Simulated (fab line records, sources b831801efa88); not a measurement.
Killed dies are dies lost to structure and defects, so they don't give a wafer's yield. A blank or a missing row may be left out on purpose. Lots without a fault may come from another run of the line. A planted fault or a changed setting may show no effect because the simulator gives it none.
Which tool did it? | flow sky130 | 24 lots, 72 wafers sampled, at 2 steps of a route of 708

WHAT THE GAUGES READ, wafer by wafer
SKY_NWELL_THK_MEAS_02.
lot  | measured    | on            | NWELL_OXIDATION_THK (nm)
L074 | day 2 19:33 | film_metro-01 | 10.01 9.90 9.75
L076 | day 3 09:35 | film_metro-01 | 9.87 10.06 9.87
L075 | day 3 09:35 | film_metro-03 | 9.75 9.79 9.67
L077 | day 3 09:37 | film_metro-04 | 9.75 9.80 9.79
L079 | day 3 21:43 | film_metro-01 | 9.80 9.80 10.02
L078 | day 3 21:44 | film_metro-03 | 9.92 9.90 9.98
L080 | day 3 23:05 | film_metro-04 | 9.82 10.07 9.90
L082 | day 4 04:23 | film_metro-03 | 9.69 9.87 9.88
L081 | day 4 04:24 | film_metro-01 | 9.54 9.69 9.52
L084 | day 4 15:07 | film_metro-04 | 10.18 10.20 10.05
L083 | day 4 15:07 | film_metro-03 | 10.19 10.12 10.00
L085 | day 4 23:02 | film_metro-04 | 9.79 9.70 9.81
L086 | day 5 03:05 | film_metro-04 | 10.06 10.00 9.95
L087 | day 5 06:02 | film_metro-04 | 9.98 9.90 9.91
L088 | day 5 17:25 | film_metro-03 | 10.28 10.10 10.16
L089 | day 5 22:54 | film_metro-03 | 9.65 9.81 9.64
L090 | day 6 02:56 | film_metro-01 | 9.54 9.66 9.54
L091 | day 6 10:23 | film_metro-03 | 9.59 9.71 9.87
L092 | day 6 11:17 | film_metro-01 | 9.81 9.98 9.90
L093 | day 6 17:43 | film_metro-03 | 9.96 10.03 9.97
L094 | day 6 22:37 | film_metro-04 | 10.00 9.89 9.73
L095 | day 7 00:55 | film_metro-04 | 9.99 9.95 9.84
L096 | day 7 06:29 | film_metro-03 | 9.94 9.77 9.87
L097 | day 7 12:09 | film_metro-04 | 10.05 10.06 10.10

SKY_LI_CONTACT_RS_MEAS_22: measures by four-point-probe.
lot  | measured     | on            | LI_CONTACT_W_RS (ohm/sq)
L074 | day 29 17:40 | film_metro-04 | 0.275 0.275 0.280
L076 | day 30 18:46 | film_metro-04 | 0.276 0.283 0.274
L075 | day 30 13:58 | film_metro-04 | 0.285 0.287 0.286
L077 | day 30 16:12 | film_metro-03 | 0.287 0.287 0.287
L079 | day 31 08:29 | film_metro-03 | 0.286 0.275 0.287
L078 | day 31 15:19 | film_metro-04 | 0.285 0.287 0.277
L080 | day 31 11:10 | film_metro-03 | 0.288 0.286 0.287
L082 | day 32 00:31 | film_metro-04 | 0.282 0.273 0.284
L081 | day 31 20:55 | film_metro-04 | 0.281 0.274 0.283
L084 | day 33 00:47 | film_metro-02 | 0.288 0.285 0.287
L083 | day 32 17:18 | film_metro-04 | 0.277 0.280 0.284
L085 | day 33 08:32 | film_metro-04 | 0.283 0.286 0.289
L086 | day 33 11:41 | film_metro-03 | 0.283 0.282 0.286
L087 | day 33 10:46 | film_metro-04 | 0.289 0.284 0.286
L088 | day 34 06:39 | film_metro-03 | 0.284 0.281 0.284
L089 | day 34 11:29 | film_metro-03 | 0.287 0.284 0.275
L090 | day 34 22:22 | film_metro-03 | 0.272 0.284 0.279
L091 | day 34 23:13 | film_metro-03 | 0.282 0.283 0.281
L092 | day 35 10:14 | film_metro-03 | 0.285 0.282 0.285
L093 | day 35 13:31 | film_metro-04 | 0.292 0.286 0.289
L094 | day 35 21:04 | film_metro-02 | 0.275 0.284 0.279
L095 | day 35 23:43 | film_metro-03 | 0.274 0.284 0.275
L096 | day 36 12:05 | film_metro-04 | 0.283 0.285 0.287
L097 | day 36 15:40 | film_metro-04 | 0.284 0.284 0.287

WHICH TOOL RAN EACH LOT (tool, then ch and the chambers of the sampled wafers, then the start)
The record holds no process step before these readings.

WHAT THE TOOLS THEMSELVES READ (means of the sampled wafers that have a number; where no wafer has one, the mark that the record gives instead)
The record holds no such reading with a usual standard deviation.

THE ANSWER, worked out from the rows above alone
Rule: what is usual is taken from the lots themselves. Put in order of their means at a reading, lots are off if they are a third of the lots or fewer, leave a main group of 4 or more, and stand apart from it by a gap of 3 or more times the standard deviation of the main group's means; of several such gaps the widest counts. A main group whose means are all the same, to the digits that the tables above print for the reading, isn't used. A lot without any number at a reading at which 4 lots or more have one is off too. The other lots that the step has rows for count as sound. The gauges are gone through in route order, then the tools' own readings, and for those a lot's mean is taken as printed above. The first step at which some lot is off is used, and at that step the reading that is off furthest; a lot without a number counts as furthest.
No lot is off at any reading shown: from this, nothing can be told.

WHAT THE SIMULATOR HAD PUT IN
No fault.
